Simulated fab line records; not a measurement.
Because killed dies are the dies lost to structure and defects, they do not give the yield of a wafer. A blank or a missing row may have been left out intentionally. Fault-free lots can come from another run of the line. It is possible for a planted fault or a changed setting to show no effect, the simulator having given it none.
fab line records	flow sky130
record lots=13	wafers=39	last-day=50
route steps=708 shown FIELD_ISO@17 NWELL@65 PAD_OPEN@708
lots with no fault: from the same line, run without faults
start-h: the number of hours between the record's first day and the start of the first shown wafer of the lot	wait-h: hours since the lot's step before	" unchanged from the row above	L1.1+2: several wafers, shown together as one row	- no value, or no start given	* or withheld: withheld	< > ~ a bound
route shown NAME@n: names a module that has steps shown in the file, with the first one's number in the route	usual: mean/standard deviation of fault-free wafers	same: alike in all rows	chamber/n: place in a boat	sites: readings site by site	_std_site: how widely they spread, as a standard deviation	_edge_site: outer sites' mean less inner sites'	radius-mm: how far each site lies from the wafer's centre	mask NAME#n: copy n	behind: the most recent tool/chamber to have shaped the wafer	hold: what put the lot on hold/how long, in hours/how the hold closed	device: transistor that didn't switch, given as n, p or np	end of line: tests of these same wafers at the route's end	a step without rows: its recipe alone	killed: dies lost to structure and defects at the first sort, not the wafer's yield	map: shows each die of a wafer: x if killed, . if not, _ if none is there
set.NAME: the setting the step ran with; set.NAME@STEP: the setting that earlier step ran with	model.NAME: the simulator's own value behind a step, which no gauge read
steps of the route over a sample of lots; a table a step, a row a wafer
services: a tool's chamber out of use, with start hour (start-h, from the record's first day; less than 0 if before it), hours out, and reason
## steps
# step SKY_FIELD_ISO_STRIP_16
# recipe chemistry=O2/N2	power-w=1400	pressure-mtorr=1500	platen-temp-c=withheld	o2-flow-sccm=3000	n2-flow-sccm=300	overash-fraction=0.5
# usual drypump-motor-current-A=5.7/0.55	o2-flow-sccm=2999/8.7	oes-product-au=0.375/0.0048	strip-time-to-endpoint-s=3.47/0.046
lot.wafer	tool	chamber	start-h	wait-h	drypump-motor-current-A	o2-flow-sccm	oes-product-au	rf-hours-counter-h	strip-time-to-endpoint-s
L965.1	plasma-asher-02	1	34.66	0.0	4.7	2998	0.372	38	3.41
L965.2	"	0	"	"	6.1	3005	0.377	38	3.39
L965.5	"	1	"	"	4.8	3000	0.382	-	3.46
L969.2	plasma-asher-02	1	56.43	0.0	4.7	2995	0.377	41	3.54
L969.4	"	0	"	"	6.1	2999	0.367	-	3.40
L969.6	"	1	"	"	4.8	3002	0.380	-	3.45
L970.3	plasma-asher-02	1	60.41	0.1	4.8	3000	0.374	-	3.43
L970.4	"	0	"	"	6.1	3003	0.374	-	3.45
L970.6	"	0	"	"	6.1	3009	0.374	-	3.54
L971.3	plasma-asher-02	1	68.01	0.1	4.8	3004	0.379	-	3.51
L971.4	"	0	"	"	6.1	3005	0.367	-	3.46
L971.5	"	1	"	"	4.8	3010	0.370	-	3.42
L972.3	plasma-asher-03	0	69.72	0.1	5.4	2980	0.370	-	3.42
L972.4	"	1	"	"	5.8	2995	0.382	-	3.54
L972.6	"	0	"	"	5.5	3005	0.369	-	3.46
L973.1	plasma-asher-02	1	75.73	0.0	4.8	3014	0.366	43	3.43
L973.4	"	1	"	"	4.7	2991	0.378	-	3.48
L973.5	"	1	"	"	4.8	3001	0.374	-	3.37
L976.2	plasma-asher-04	0	93.31	0.0	6.3	2990	0.378	22	3.43
L976.4	"	0	"	"	6.4	2996	0.376	-	3.46
L976.5	"	1	"	"	6.2	3005	0.368	-	3.44
L977.3	plasma-asher-02	0	96.42	0.1	6.1	3012	0.380	-	3.52
L977.4	"	1	"	"	4.8	2999	0.373	-	3.47
L977.6	"	1	"	"	4.8	2995	0.379	-	3.45
L982.1	plasma-asher-03	0	123.83	0.0	5.5	3002	0.376	45	3.53
L982.4	"	1	"	"	5.8	2995	0.382	-	3.50
L982.6	"	0	"	"	5.4	2986	0.369	-	3.49
L983.1	plasma-asher-04	0	130.13	0.0	6.4	3008	0.378	26	3.51
L983.3	"	1	"	"	6.2	2999	0.374	-	3.46
L983.6	"	0	"	"	6.4	3012	0.380	-	3.53
L985.4	plasma-asher-04	1	140.26	0.1	6.2	3004	0.369	-	3.43
L985.5	"	0	"	"	6.4	3016	0.379	-	3.52
L985.6	"	1	"	"	6.2	2997	0.369	-	3.42
L986.3	plasma-asher-02	0	144.66	0.1	6.1	2995	0.370	-	3.45
L986.4	"	1	"	"	4.8	2993	0.373	-	3.44
L986.6	"	0	"	"	6.1	2999	0.371	-	3.50
L987.2	plasma-asher-02	1	149.26	0.0	4.8	3000	0.367	49	3.49
L987.3	"	1	"	"	4.8	2997	0.375	-	3.45
L987.5	"	0	"	"	6.1	3001	0.371	-	3.38
# step SKY_FIELD_ISO_THK_MEAS_25
# recipe reads=SiO2_of_FIELD_ISO_CVD_24
# usual FIELD_ISO_CVD_24_THK=593/6.6
lot.wafer	tool	chamber	start-h	wait-h	FIELD_ISO_CVD_24_THK[nm]
L965.1	film-metro-02	-	37.25	0.0	600
L965.2	"	-	"	"	605
L965.5	"	-	"	"	589
L969.2	film-metro-01	-	59.34	0.0	604
L969.4	"	-	"	"	589
L969.6	"	-	"	"	593
L970.3	film-metro-01	-	62.22	0.1	595
L970.4	"	-	"	"	596
L970.6	"	-	"	"	591
L971.3	film-metro-03	-	69.76	0.1	594
L971.4	"	-	"	"	592
L971.5	"	-	"	"	599
L972.3	film-metro-02	-	72.62	0.1	595
L972.4	"	-	"	"	587
L972.6	"	-	"	"	592
L973.1	film-metro-03	-	77.94	0.0	589
L973.4	"	-	"	"	593
L973.5	"	-	"	"	593
L976.2	film-metro-02	-	97.94	0.0	593
L976.4	"	-	"	"	592
L976.5	"	-	"	"	591
L977.3	film-metro-02	-	100.47	0.1	587
L977.4	"	-	"	"	588
L977.6	"	-	"	"	589
L982.1	film-metro-01	-	125.58	0.0	587
L982.4	"	-	"	"	589
L982.6	"	-	"	"	592
L983.1	film-metro-02	-	133.98	0.0	588
L983.3	"	-	"	"	598
L983.6	"	-	"	"	597
L985.4	film-metro-03	-	142.67	0.0	591
L985.5	"	-	"	"	592
L985.6	"	-	"	"	590
L986.3	film-metro-02	-	146.39	0.1	597
L986.4	"	-	"	"	596
L986.6	"	-	"	"	600
L987.2	film-metro-01	-	151.02	0.0	595
L987.3	"	-	"	"	589
L987.5	"	-	"	"	602
# step SKY_NWELL_IMPLANT_12
# recipe species=P	energy-kev=120	dose-cm2=1.3e+12	tilt-deg=withheld
# usual beam-energy-keV=120.00/0.032	beam-on-s=9.99/0.19
lot.wafer	tool	chamber	start-h	wait-h	beam-energy-keV	beam-on-s
L965.1	implanter-03	0	91.91	0.1	120.00	10.17
L965.2	"	0	"	"	120.02	10.26
L965.5	"	0	"	"	120.03	10.02
L969.2	implanter-01	0	116.27	0.1	119.94	10.09
L969.4	"	0	"	"	119.97	9.97
L969.6	"	0	"	"	120.00	9.80
L970.3	implanter-01	0	117.60	0.1	119.97	10.07
L970.4	"	0	"	"	119.97	10.32
L970.6	"	0	"	"	120.04	10.20
L971.3	implanter-01	0	127.11	0.1	122.58	9.91
L971.4	"	0	"	"	122.57	10.14
L971.5	"	0	"	"	122.56	10.12
L972.3	implanter-03	0	131.30	0.1	120.00	10.12
L972.4	"	0	"	"	120.01	10.35
L972.6	"	0	"	"	119.98	10.15
L973.1	implanter-01	0	137.09	0.1	122.55	10.17
L973.4	"	0	"	"	122.57	9.77
L973.5	"	0	"	"	122.54	10.23
L976.2	implanter-03	0	162.52	0.1	119.96	9.67
L976.4	"	0	"	"	119.96	9.73
L976.5	"	0	"	"	120.03	10.16
L977.3	implanter-02	0	167.79	0.1	120.08	9.99
L977.4	"	0	"	"	120.03	10.33
L977.6	"	0	"	"	120.00	10.35
L982.1	implanter-02	0	193.31	0.1	119.94	9.88
L982.4	"	0	"	"	119.98	10.30
L982.6	"	0	"	"	119.98	9.77
L983.1	implanter-03	0	200.96	0.1	120.01	9.87
L983.3	"	0	"	"	119.98	9.86
L983.6	"	0	"	"	120.01	9.98
L985.4	implanter-02	0	209.72	0.1	120.02	9.83
L985.5	"	0	"	"	120.01	9.71
L985.6	"	0	"	"	120.01	10.15
L986.3	implanter-03	0	216.29	0.1	120.01	9.92
L986.4	"	0	"	"	119.96	10.07
L986.6	"	0	"	"	120.03	9.71
L987.2	implanter-03	0	223.54	0.1	120.05	10.12
L987.3	"	0	"	"	120.04	10.08
L987.5	"	0	"	"	120.01	9.98
# step SKY_NWELL_RTA_28
# recipe temp-c=1050	time-s=30	idle-temp-c=650	ramp-up-c-per-s=150	ramp-down-c-per-s=90	ambient=N2
# usual lamp-power-pct=25.31/0.05	wafer_temp_C_max=1054.8/0.94
lot.wafer	tool	chamber	start-h	wait-h	lamp-power-pct	wafer_temp_C_max
L965.1	rtp-anneal-02	0	109.77	0.0	25.29	1057.6
L965.2	"	0	"	"	25.33	1057.8
L965.5	"	0	"	"	25.33	1054.7
L969.2	rtp-anneal-01	0	135.65	0.0	25.27	1054.5
L969.4	"	0	"	"	25.31	1053.9
L969.6	"	0	"	"	25.32	1053.9
L970.3	rtp-anneal-02	0	136.98	0.0	25.36	1054.1
L970.4	"	0	"	"	25.30	1053.6
L970.6	"	0	"	"	25.27	1054.5
L971.3	rtp-anneal-01	0	146.99	0.1	25.30	1055.2
L971.4	"	0	"	"	25.37	1055.7
L971.5	"	0	"	"	25.25	1052.6
L972.3	rtp-anneal-01	0	151.17	0.1	25.25	1054.7
L972.4	"	0	"	"	25.32	1056.9
L972.6	"	0	"	"	25.33	1053.8
L973.1	rtp-anneal-01	0	157.25	0.0	25.31	1055.5
L973.4	"	0	"	"	25.24	1054.7
L973.5	"	0	"	"	25.38	1054.9
L976.2	rtp-anneal-02	0	183.49	0.0	25.31	1057.2
L976.4	"	0	"	"	25.24	1055.7
L976.5	"	0	"	"	25.33	1055.4
L977.3	rtp-anneal-01	0	189.10	0.0	25.24	1054.6
L977.4	"	0	"	"	25.33	1054.9
L977.6	"	0	"	"	25.33	1054.2
L982.1	rtp-anneal-02	0	215.91	0.0	25.26	1055.8
L982.4	"	0	"	"	25.38	1056.0
L982.6	"	0	"	"	25.28	1055.7
L983.1	rtp-anneal-01	0	223.91	0.0	25.31	1054.1
L983.3	"	0	"	"	25.28	1054.8
L983.6	"	0	"	"	25.23	1054.4
L985.4	rtp-anneal-02	0	232.65	0.1	25.34	1056.1
L985.5	"	0	"	"	25.38	1055.0
L985.6	"	0	"	"	25.35	1054.5
L986.3	rtp-anneal-02	0	239.54	0.0	25.34	1054.9
L986.4	"	0	"	"	25.38	1053.8
L986.6	"	0	"	"	25.27	1055.5
L987.2	rtp-anneal-01	0	247.28	0.0	25.30	1053.3
L987.3	"	0	"	"	25.29	1054.2
L987.5	"	0	"	"	25.29	1055.0
# step SKY_PAD_OPEN_PROBE_99
# usual killed_at_M0_to_M3=43/6.6	killed_at_M4_up=3.0/1.7	killed-at-contacts=24/5.4	killed-at-front-end=16/4.6	killed-at-other=0.3/0.53	killed-dies=87/9.7	killed-open=47/7.3	killed-short=39/6.5
# same gross-dies=492	killed-at-back-side=0
lot.wafer	tool	chamber	start-h	wait-h	killed_at_M0_to_M3	killed_at_M4_up	killed-at-contacts	killed-at-front-end	killed-at-other	killed-dies	killed-open	killed-short
L965.1	prober-02	-	1077.71	0.1	37	1	28	14	1	81	45	36
L965.2	prober-02	-	1077.76	0.1	47	2	26	10	0	85	42	43
L965.5	prober-02	-	1077.91	0.2	35	1	33	10	0	79	41	38
L970.3	prober-01	-	1111.53	0.2	38	4	20	17	0	79	43	35
L970.4	prober-01	-	1111.58	0.2	46	4	34	14	0	98	56	42
L970.6	prober-01	-	1111.68	0.2	42	3	26	18	0	89	56	31
L969.2	prober-02	-	1114.25	0.1	44	2	28	10	0	84	45	39
L969.4	prober-02	-	1114.35	0.2	48	4	22	17	1	92	44	48
L969.6	prober-02	-	1114.45	0.2	37	6	27	6	0	76	33	43
L971.3	prober-01	-	1128.99	0.2	36	6	27	12	2	83	52	31
L971.4	prober-01	-	1129.04	0.2	47	3	19	22	1	92	53	39
L971.5	prober-01	-	1129.09	0.2	44	2	27	19	1	93	54	39
L972.3	prober-02	-	1131.51	0.2	49	3	31	22	0	105	62	43
L972.4	prober-02	-	1131.56	0.2	46	1	29	18	0	94	52	42
L972.6	prober-02	-	1131.66	0.2	66	5	26	18	0	115	61	53
L973.1	prober-01	-	1132.68	0.1	35	4	27	20	0	86	41	45
L973.4	prober-01	-	1132.83	0.2	43	0	25	12	0	80	41	39
L973.5	prober-01	-	1132.88	0.2	52	3	29	14	0	98	45	53
L976.2	prober-02	-	1152.23	0.1	31	4	9	22	0	66	35	31
L976.4	prober-02	-	1152.33	0.2	44	5	22	9	0	80	40	40
L976.5	prober-02	-	1152.38	0.2	44	4	30	18	0	96	53	43
L977.3	prober-01	-	1156.03	0.2	56	2	19	23	0	100	55	45
L977.4	prober-01	-	1156.08	0.2	53	4	24	30	1	112	65	46
L977.6	prober-01	-	1156.18	0.2	35	1	30	21	0	87	50	37
L982.1	prober-02	-	1177.78	0.1	42	6	31	15	0	94	55	39
L982.4	prober-02	-	1177.93	0.2	42	1	31	18	0	92	46	46
L982.6	prober-02	-	1178.03	0.2	43	4	36	18	0	101	48	53
L983.1	prober-01	-	1182.68	0.1	55	4	26	5	0	90	46	44
L983.3	prober-01	-	1182.78	0.2	33	4	23	23	0	83	41	42
L983.6	prober-01	-	1182.93	0.2	36	1	20	16	0	73	35	38
L985.4	prober-01	-	1186.46	0.2	44	3	16	10	0	73	39	34
L985.5	prober-01	-	1186.51	0.2	43	5	18	15	0	81	46	35
L985.6	prober-01	-	1186.56	0.2	35	6	22	11	0	74	34	39
L986.3	prober-02	-	1191.23	0.2	37	1	23	16	0	77	41	36
L986.4	prober-02	-	1191.28	0.2	36	2	17	21	0	76	46	30
L986.6	prober-02	-	1191.38	0.2	46	2	18	11	0	77	42	35
L987.2	prober-01	-	1200.01	0.1	41	2	22	18	1	84	50	33
L987.3	prober-01	-	1200.06	0.2	36	7	26	13	1	83	44	38
L987.5	prober-01	-	1200.16	0.2	48	2	35	16	1	102	59	42
# killed by level:class
L965.1 VIA1:geometric-particle:open=12 CONTACT:geometric-particle:open=7 LOCAL_INTERCONNECT:geometric-particle:short=7 LI_CONTACT:geometric-particle:open=6 CONTACT:geometric-particle:short=5 METAL1:geometric-particle:short=5 VIA3:geometric-particle:open=5 FIELD_ISO:geometric-particle:open=4
L965.2 VIA1:geometric-particle:open=10 CONTACT:geometric-particle:open=9 VIA1:geometric-particle:short=8 METAL1:geometric-particle:short=7 LI_CONTACT:geometric-particle:open=6 VIA3:geometric-particle:open=6 VIA2:geometric-particle:open=5 POLY_GATE:geometric-particle:short=4
L965.5 CONTACT:geometric-particle:open=15 CONTACT:geometric-particle:short=8 VIA1:geometric-particle:open=7 VIA1:geometric-particle:short=6 FIELD_ISO:geometric-particle:open=5 METAL2:geometric-particle:short=4 LI_CONTACT:geometric-particle:open=4 METAL1:geometric-particle:short=4
L970.3 VIA1:geometric-particle:open=10 VIA2:geometric-particle:open=8 LI_CONTACT:geometric-particle:open=7 CONTACT:geometric-particle:open=7 POLY_GATE:geometric-particle:short=5 METAL2:geometric-particle:short=5 FIELD_ISO:geometric-particle:short=4 VIA3:geometric-particle:short=4
L970.4 VIA1:geometric-particle:open=14 CONTACT:geometric-particle:open=12 LI_CONTACT:geometric-particle:open=9 CONTACT:geometric-particle:short=7 VIA3:geometric-particle:open=6 METAL2:geometric-particle:short=6 FIELD_ISO:geometric-particle:short=5 POLY_GATE:geometric-particle:open=4
L970.6 LI_CONTACT:geometric-particle:open=10 CONTACT:geometric-particle:open=9 VIA1:geometric-particle:open=9 POLY_GATE:geometric-particle:open=8 VIA3:geometric-particle:open=8 VIA2:geometric-particle:open=5 VIA1:geometric-particle:short=5 FIELD_ISO:geometric-particle:short=4
L969.2 VIA1:geometric-particle:open=13 CONTACT:geometric-particle:open=9 LI_CONTACT:geometric-particle:open=7 METAL1:geometric-particle:short=7 METAL2:geometric-particle:short=5 FIELD_ISO:geometric-particle:open=4 LOCAL_INTERCONNECT:geometric-particle:short=4 CONTACT:geometric-particle:short=4
L969.4 VIA1:geometric-particle:open=10 VIA2:geometric-particle:open=7 METAL2:geometric-particle:short=7 POLY_GATE:geometric-particle:short=6 LI_CONTACT:geometric-particle:open=6 VIA3:geometric-particle:open=6 LOCAL_INTERCONNECT:geometric-particle:short=5 CONTACT:geometric-particle:open=5
L969.6 CONTACT:geometric-particle:open=10 METAL2:geometric-particle:short=8 VIA3:geometric-particle:open=7 LOCAL_INTERCONNECT:geometric-particle:short=6 METAL4:geometric-particle:short=5 LI_CONTACT:geometric-particle:open=4 VIA1:geometric-particle:open=4 VIA2:geometric-particle:short=4
L971.3 VIA1:geometric-particle:open=14 LI_CONTACT:geometric-particle:open=7 LI_CONTACT:geometric-particle:short=5 CONTACT:geometric-particle:open=5 VIA2:geometric-particle:open=5 POLY_GATE:geometric-particle:open=4 LOCAL_INTERCONNECT:geometric-particle:open=4 METAL1:geometric-particle:short=4
L971.4 VIA2:geometric-particle:open=10 VIA3:geometric-particle:open=9 VIA1:geometric-particle:open=8 FIELD_ISO:geometric-particle:open=7 LI_CONTACT:geometric-particle:open=7 CONTACT:geometric-particle:open=7 METAL2:geometric-particle:short=6 POLY_GATE:geometric-particle:short=5
L971.5 CONTACT:geometric-particle:open=10 VIA1:geometric-particle:open=9 LI_CONTACT:geometric-particle:open=8 VIA2:geometric-particle:open=8 FIELD_ISO:geometric-particle:open=7 METAL1:geometric-particle:short=7 METAL2:geometric-particle:short=6 CONTACT:geometric-particle:short=5
L972.3 VIA1:geometric-particle:open=17 CONTACT:geometric-particle:open=16 FIELD_ISO:geometric-particle:short=9 FIELD_ISO:geometric-particle:open=6 VIA1:geometric-particle:short=5 METAL2:geometric-particle:short=5 VIA2:geometric-particle:open=5 METAL3:geometric-particle:short=5
L972.4 VIA1:geometric-particle:open=13 CONTACT:geometric-particle:open=10 VIA3:geometric-particle:open=8 LI_CONTACT:geometric-particle:open=6 METAL2:geometric-particle:short=6 FIELD_ISO:geometric-particle:short=5 LI_CONTACT:geometric-particle:short=5 VIA2:geometric-particle:open=5
L972.6 VIA2:geometric-particle:open=12 VIA1:geometric-particle:open=12 VIA1:geometric-particle:short=10 METAL1:geometric-particle:short=8 CONTACT:geometric-particle:open=7 VIA3:geometric-particle:open=7 LI_CONTACT:geometric-particle:short=5 LI_CONTACT:geometric-particle:open=5
L973.1 CONTACT:geometric-particle:open=13 FIELD_ISO:geometric-particle:short=7 FIELD_ISO:geometric-particle:open=7 METAL3:geometric-particle:short=7 CONTACT:geometric-particle:short=6 VIA3:geometric-particle:open=5 VIA1:geometric-particle:short=5 LI_CONTACT:geometric-particle:open=4
L973.4 CONTACT:geometric-particle:open=10 VIA1:geometric-particle:open=9 LOCAL_INTERCONNECT:geometric-particle:short=8 VIA1:geometric-particle:short=6 METAL2:geometric-particle:short=6 FIELD_ISO:geometric-particle:open=5 VIA3:geometric-particle:open=5 METAL2:geometric-particle:open=4
L973.5 CONTACT:geometric-particle:open=10 METAL1:geometric-particle:short=9 VIA2:geometric-particle:open=8 LI_CONTACT:geometric-particle:open=7 VIA3:geometric-particle:open=6 VIA3:geometric-particle:short=6 METAL2:geometric-particle:short=6 CONTACT:geometric-particle:short=5
L976.2 VIA1:geometric-particle:open=8 CONTACT:geometric-particle:open=6 FIELD_ISO:geometric-particle:short=5 POLY_GATE:geometric-particle:open=5 VIA1:geometric-particle:short=5 VIA2:geometric-particle:short=5 FIELD_ISO:geometric-particle:open=4 VIA3:geometric-particle:open=4
L976.4 VIA1:geometric-particle:open=14 VIA1:geometric-particle:short=8 LI_CONTACT:geometric-particle:open=7 CONTACT:geometric-particle:open=7 METAL1:geometric-particle:short=6 LOCAL_INTERCONNECT:geometric-particle:short=5 FIELD_ISO:geometric-particle:short=4 VIA2:geometric-particle:open=4
L976.5 VIA1:geometric-particle:open=11 CONTACT:geometric-particle:open=9 LOCAL_INTERCONNECT:geometric-particle:short=8 VIA2:geometric-particle:open=8 POLY_GATE:geometric-particle:short=6 METAL2:geometric-particle:short=6 CONTACT:geometric-particle:short=6 POLY_GATE:geometric-particle:open=5
L977.3 VIA1:geometric-particle:open=16 FIELD_ISO:geometric-particle:short=9 VIA3:geometric-particle:open=9 CONTACT:geometric-particle:open=7 METAL1:geometric-particle:short=7 FIELD_ISO:geometric-particle:open=5 LI_CONTACT:geometric-particle:open=5 VIA3:geometric-particle:short=5
L977.4 POLY_GATE:geometric-particle:open=11 CONTACT:geometric-particle:open=11 VIA3:geometric-particle:open=9 VIA1:geometric-particle:open=9 FIELD_ISO:geometric-particle:short=8 METAL2:geometric-particle:short=8 VIA2:geometric-particle:open=8 METAL1:geometric-particle:short=6
L977.6 METAL1:geometric-particle:short=12 LI_CONTACT:geometric-particle:open=9 CONTACT:geometric-particle:open=9 VIA1:geometric-particle:open=8 FIELD_ISO:geometric-particle:open=7 CONTACT:geometric-particle:short=7 POLY_GATE:geometric-particle:open=5 METAL1:geometric-particle:open=4
L982.1 CONTACT:geometric-particle:open=11 VIA1:geometric-particle:open=11 CONTACT:geometric-particle:short=7 METAL1:geometric-particle:short=7 FIELD_ISO:geometric-particle:open=6 VIA2:geometric-particle:open=6 POLY_GATE:geometric-particle:open=6 LI_CONTACT:geometric-particle:open=6
L982.4 CONTACT:geometric-particle:open=13 VIA1:geometric-particle:open=7 VIA1:geometric-particle:short=7 VIA3:geometric-particle:open=6 POLY_GATE:geometric-particle:short=4 LI_CONTACT:geometric-particle:short=4 LI_CONTACT:geometric-particle:open=4 LOCAL_INTERCONNECT:geometric-particle:short=4
L982.6 CONTACT:geometric-particle:open=13 LI_CONTACT:geometric-particle:open=10 LOCAL_INTERCONNECT:geometric-particle:short=8 METAL1:geometric-particle:short=7 VIA1:geometric-particle:short=6 VIA3:geometric-particle:short=6 VIA1:geometric-particle:open=5 VIA2:geometric-particle:open=5
L983.1 CONTACT:geometric-particle:open=10 VIA1:geometric-particle:open=9 VIA2:geometric-particle:open=9 LI_CONTACT:geometric-particle:open=8 METAL1:geometric-particle:short=8 CONTACT:geometric-particle:short=5 VIA1:geometric-particle:short=5 VIA2:geometric-particle:short=5
L983.3 CONTACT:geometric-particle:open=10 CONTACT:geometric-particle:short=9 VIA1:geometric-particle:open=9 POLY_GATE:geometric-particle:short=7 METAL1:geometric-particle:short=6 SPACER:geometric-particle:short=4 FIELD_ISO:geometric-particle:short=4 VIA2:geometric-particle:open=4
L983.6 CONTACT:geometric-particle:open=10 POLY_GATE:geometric-particle:short=6 METAL2:geometric-particle:short=6 VIA3:geometric-particle:open=6 METAL1:geometric-particle:short=5 VIA1:geometric-particle:open=5 VIA3:geometric-particle:short=5 FIELD_ISO:geometric-particle:short=4
L985.4 VIA1:geometric-particle:open=12 METAL2:geometric-particle:short=6 VIA2:geometric-particle:open=5 VIA3:geometric-particle:short=5 POLY_GATE:geometric-particle:short=4 LI_CONTACT:geometric-particle:open=4 CONTACT:geometric-particle:open=4 VIA1:geometric-particle:short=4
L985.5 VIA1:geometric-particle:open=13 METAL2:geometric-particle:short=8 LI_CONTACT:geometric-particle:open=7 VIA3:geometric-particle:open=7 CONTACT:geometric-particle:open=6 LI_CONTACT:geometric-particle:short=4 METAL4:geometric-particle:short=4 VIA2:geometric-particle:open=4
L985.6 METAL2:geometric-particle:short=7 METAL4:geometric-particle:short=6 VIA1:geometric-particle:short=5 POLY_GATE:geometric-particle:open=5 LI_CONTACT:geometric-particle:open=5 VIA2:geometric-particle:open=5 CONTACT:geometric-particle:open=5 METAL3:geometric-particle:short=5
L986.3 CONTACT:geometric-particle:open=8 VIA2:geometric-particle:open=8 LI_CONTACT:geometric-particle:open=6 CONTACT:geometric-particle:short=6 POLY_GATE:geometric-particle:short=5 VIA1:geometric-particle:open=5 METAL1:geometric-particle:short=5 VIA3:geometric-particle:open=5
L986.4 POLY_GATE:geometric-particle:open=10 VIA1:geometric-particle:open=10 VIA2:geometric-particle:open=6 VIA3:geometric-particle:open=6 LOCAL_INTERCONNECT:geometric-particle:short=5 CONTACT:geometric-particle:open=5 FIELD_ISO:geometric-particle:short=4 FIELD_ISO:geometric-particle:open=3
L986.6 VIA1:geometric-particle:open=10 METAL1:geometric-particle:short=8 VIA3:geometric-particle:open=7 LI_CONTACT:geometric-particle:open=5 VIA2:geometric-particle:open=5 FIELD_ISO:geometric-particle:open=4 FIELD_ISO:geometric-particle:short=4 LI_CONTACT:geometric-particle:short=4
L987.2 VIA1:geometric-particle:open=13 CONTACT:geometric-particle:open=9 POLY_GATE:geometric-particle:open=6 VIA2:geometric-particle:open=6 CONTACT:geometric-particle:short=5 VIA3:geometric-particle:open=5 METAL2:geometric-particle:short=4 POLY_GATE:geometric-particle:short=4
L987.3 VIA1:geometric-particle:open=12 LI_CONTACT:geometric-particle:open=9 CONTACT:geometric-particle:open=8 FIELD_ISO:geometric-particle:short=6 METAL1:geometric-particle:short=5 METAL4:geometric-particle:short=5 CONTACT:geometric-particle:short=4 VIA3:geometric-particle:open=4
L987.5 CONTACT:geometric-particle:open=14 VIA1:geometric-particle:open=13 LI_CONTACT:geometric-particle:open=7 METAL2:geometric-particle:short=7 FIELD_ISO:geometric-particle:short=6 VIA3:geometric-particle:open=6 LI_CONTACT:geometric-particle:short=5 METAL1:geometric-particle:short=5
## services
tool	chamber	start-h	hours	kind
implanter-02	-	19.98	2.1	repair
implanter-01	-	34.22	1.1	repair
implanter-03	-	53.67	1.5	repair
implanter-01	-	55.14	7.5	pm
implanter-03	-	58.67	3.7	pm
plasma-asher-04	-	64.77	2.8	pm
implanter-03	-	94.60	13.8	pm
plasma-asher-02	-	127.18	10.7	repair
plasma-asher-03	-	129.48	10.0	repair
plasma-asher-04	-	213.94	14.6	pm
## key
first-sign step=SKY_NWELL_IMPLANT_12	reading=beam-energy-keV	direction=up	sigmas=79	usual=*	struck=*
effect none on later readings
met-at SKY_NWELL_IMPLANT_12
struck-lots L971,L973
tester-left-out L971,L973
not-acting-at SKY_FIELD_ISO_STRIP_16,SKY_FIELD_ISO_THK_MEAS_25,SKY_NWELL_RTA_28
onset-between 117.60 127.11
fault kind=process-parameter-drift	tool=implanter-01	chamber=-	onset-h=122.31	steps=SKY_NWELL_IMPLANT_12	channel=energy-kev	offset=*	shape=step	end-h=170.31	acts-in=*	stated=*
# tester-left-out: of these lots the tester's yield and bins aren't shown, on N5 and GAA mostly nor the transistor test; their killed dies are dies lost to structure and defects alone, not to doping, threshold or leakage, so they don't give the yield
